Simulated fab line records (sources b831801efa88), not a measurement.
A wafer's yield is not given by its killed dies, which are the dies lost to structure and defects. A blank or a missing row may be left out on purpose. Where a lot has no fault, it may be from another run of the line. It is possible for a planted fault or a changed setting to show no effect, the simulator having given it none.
Commonality check across tools -- flow gf180mcu -- Sampled: 12 lots, 36 wafers

== WHY THIS WAS OPENED ==
At GF_HV_LDD_CD_MEAS_46 the reading cd_nm is flagged on 1 of 12 lots. Fault-free wafers read 399.2 nm, with a standard deviation of 2.7.
Rule: a lot gets a flag if all its wafers with a number sit over 4 standard deviations from that mean, or if no wafer of it has a number. As for the other lots, they are considered sound.

lot,measured,on,"cd_nm (nm), wafer by wafer",flag
L586,day 12 17:30,cd_sem-01,401.7 401.6 402.4,
L587,day 13 03:04,cd_sem-01,401.4 399.7 400.1,
L588,day 13 08:48,cd_sem-02,398.7 400.1 398.7,
L590,day 14 04:34,cd_sem-01,397.7 396.6 396.9,
L592,day 14 13:54,cd_sem-02,402.5 403.3 403.4,
L593,day 14 21:47,cd_sem-02,403.7 402.3 401.6,
L594,day 15 16:16,cd_sem-02,400.4 399.6 400.5,
L598,day 17 17:41,cd_sem-02,412.9 412.9 412.0,FLAGGED
L600,day 17 18:25,cd_sem-01,399.7 400.5 400.1,
L604,day 19 00:19,cd_sem-02,398.5 399.5 398.1,
L606,day 19 14:21,cd_sem-02,395.9 396.8 395.9,
L608,day 20 10:39,cd_sem-02,399.2 402.1 401.6,
The mean of the flagged lots' numbers is 412.6 nm, +13.4 nm from the usual (+5 standard deviations).

== TOOL THAT RAN EACH LOT ==
The record holds 3 process steps before the reading, out of a route of 602 steps. Each cell gives the tool, then ch followed by the chambers the sampled wafers passed through, then the start.
lot,flag,GF_POLY_GATE_ETCH_12,GF_HV_LDD_STRIP_22,GF_HV_LDD_DEVELOP_45
L586,,"rie_diel-03 ch 1,2,3, day 9 11:23","plasma_asher-02 ch 0,1, day 11 02:20","litho_track-02 ch 0, day 12 17:19"
L587,,"rie_diel-03 ch 0,3, day 9 20:16","plasma_asher-03 ch 0,1, day 11 11:16","litho_track-01 ch 0, day 13 02:56"
L588,,"rie_diel-03 ch 0,1,2, day 10 01:05","plasma_asher-01 ch 0,1, day 11 16:47","litho_track-01 ch 0, day 13 08:39"
L590,,"rie_diel-03 ch 0,2,3, day 10 17:50","plasma_asher-03 ch 0,1, day 12 10:26","litho_track-02 ch 0, day 14 04:22"
L592,,"rie_diel-02 ch 0,1, day 11 03:26","plasma_asher-03 ch 0,1, day 12 20:20","litho_track-03 ch 0, day 14 13:46"
L593,,"rie_diel-02 ch 0,1,2, day 11 11:17","plasma_asher-03 ch 0,1, day 13 04:16","litho_track-03 ch 0, day 14 21:38"
L594,,"rie_diel-03 ch 0,1, day 12 03:56","plasma_asher-02 ch 0,1, day 13 22:05","litho_track-01 ch 0, day 15 16:08"
L598,FLAGGED,"rie_diel-02 ch 1,2,3, day 13 18:50","plasma_asher-01 ch 0,1, day 15 19:38","litho_track-03 ch 0, day 17 17:32"
L600,,"rie_diel-03 ch 0,1,3, day 13 21:19","plasma_asher-03 ch 0,1, day 15 19:52","litho_track-02 ch 0, day 17 18:16"
L604,,"rie_diel-04 ch 0,1,3, day 15 00:52","plasma_asher-01 ch 0,1, day 17 00:58","litho_track-02 ch 0, day 19 00:11"
L606,,"rie_diel-03 ch 1,2,3, day 15 13:29","plasma_asher-03 ch 0,1, day 17 13:28","litho_track-01 ch 0, day 19 14:12"
L608,,"rie_diel-02 ch 0,1,3, day 16 07:31","plasma_asher-02 ch 0,1, day 18 08:31","litho_track-01 ch 0, day 20 10:30"
What these steps do:
- GF_POLY_GATE_ETCH_12: etches BARC in N2/H2.
- GF_HV_LDD_STRIP_22: strips in O2/N2.
- GF_HV_LDD_DEVELOP_45: develop time 60 s.
- GF_HV_LDD_CD_MEAS_46: target cd 400 nm.

== FLAGGED AGAINST TOTAL, ONE TOOL AT A TIME (gauges that did the reading follow at the end) ==
step,tool,lots run,flagged,share of the flagged lots,sound lots run after its first flagged lot
GF_POLY_GATE_ETCH_12,rie_diel-02,4,1,all,1 (L608)
GF_POLY_GATE_ETCH_12,rie_diel-03,7,0,none,-
GF_POLY_GATE_ETCH_12,rie_diel-04,1,0,none,-
GF_HV_LDD_STRIP_22,plasma_asher-01,3,1,all,1 (L604)
GF_HV_LDD_STRIP_22,plasma_asher-02,3,0,none,-
GF_HV_LDD_STRIP_22,plasma_asher-03,6,0,none,-
GF_HV_LDD_DEVELOP_45,litho_track-01,5,0,none,-
GF_HV_LDD_DEVELOP_45,litho_track-02,4,0,none,-
GF_HV_LDD_DEVELOP_45,litho_track-03,3,1,all,0
GF_HV_LDD_CD_MEAS_46,cd_sem-01,4,0,none,-
GF_HV_LDD_CD_MEAS_46,cd_sem-02,8,1,all,"3 (L604,L606,L608)"

== WHAT THE TABLE PERMITS ==
4 rows of the table ran every flagged lot: rie_diel-02 at GF_POLY_GATE_ETCH_12, plasma_asher-01 at GF_HV_LDD_STRIP_22, litho_track-03 at GF_HV_LDD_DEVELOP_45, cd_sem-02 at GF_HV_LDD_CD_MEAS_46.
- rie_diel-02 at GF_POLY_GATE_ETCH_12 ran 4 lots, 1 of them flagged. After the first flagged lot (L608), sound lots still ran on it; a lasting fault on the whole tool would not permit that.
- plasma_asher-01 at GF_HV_LDD_STRIP_22 ran 3 lots, 1 of them flagged. After the first flagged lot (L604), sound lots still ran on it; a lasting fault on the whole tool would not permit that.
- litho_track-03 at GF_HV_LDD_DEVELOP_45 ran 3 lots, 1 of them flagged. Its last sound lot is L593 (day 14 21:38), its first flagged lot L598 (day 17 17:32): a fault that began between those two fits.
- cd_sem-02 at GF_HV_LDD_CD_MEAS_46 ran 8 lots, 1 of them flagged. After the first flagged lot (L604, L606, L608), sound lots still ran on it; a lasting fault on the whole tool would not permit that.
Just one tool remains: litho_track-03 at GF_HV_LDD_DEVELOP_45.

== WHAT THE SIMULATOR HAD PUT IN ==
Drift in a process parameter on litho_track-03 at GF_HV_LDD_DEVELOP_45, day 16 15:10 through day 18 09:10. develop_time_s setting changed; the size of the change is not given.
Struck lots among those shown: L598. This agrees with what the rule above found.
